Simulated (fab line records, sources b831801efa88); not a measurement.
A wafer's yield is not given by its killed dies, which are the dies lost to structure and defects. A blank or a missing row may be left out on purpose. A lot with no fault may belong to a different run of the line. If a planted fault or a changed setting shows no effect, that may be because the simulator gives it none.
Chamber matching | flow gf180mcu | 4 sister chambers for GF_V1_CMP_04 on cmp-02
The step polishes SiO2. 8 wafers are shown with their chamber, then 8 later ones without.

WAFERS PAIRED WITH THEIR CHAMBERS
wafer  | chamber | motor current A (A) | time to endpoint s (s)
L518.4 | 1       | 10.1                | 92
L518.6 | 1       | 9.8                 | 95
L521.2 | 0       | 11.2                | 79
L521.4 | 3       | 12.6                | 91
L523.1 | 3       | 13.7                | 76
L523.2 | 0       | 11.0                | 86
L523.4 | 2       | 13.9                | 81
L526.2 | 2       | 13.2                | 80

WAFERS WHOSE CHAMBER IS MISSING
wafer  | motor current A (A) | time to endpoint s (s)
L526.4 | 10.9                | 89
L526.6 | 12.8                | 79
L530.3 | 12.8                | 83
L530.5 | 13.6                | 88
L530.6 | 13.3                | 88
L529.2 | 14.1                | 72
L529.5 | 11.1                | 86
L529.6 | 9.8                 | 78

WHICH CHAMBER EACH ONE RAN IN
wafer  | from the rows above     | in truth
L526.4 | can't be placed: 0 or 1 | 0
L526.6 | can't be placed: 3 or 2 | 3
L530.3 | can't be placed: 3 or 2 | 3
L530.5 | can't be placed: 3 or 2 | 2
L530.6 | can't be placed: 3 or 2 | 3
L529.2 | can't be placed: 2 or 3 | 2
L529.5 | 0                       | 0
L529.6 | can't be placed: 1 or 0 | 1
1 of 8 placed correctly. Can't be placed from these rows: 7 (the true chamber is among the candidates in 7). 0 placed wrongly.
How it was worked out, from the rows above alone: a wafer's distance from a chamber is the root of the sum, over the readings, of the square of ((its reading less the chamber's mean) divided by the reading's scatter). If the next closest chamber is less than 2 further off than the closest, the wafer can't be placed; otherwise it belongs to the closest. Each chamber's mean is taken over the wafers shown for it. The scatter: take each reading less its chamber's mean, square it, sum over the shown wafers, divide by the number of wafers less the number of chambers, and take the root.
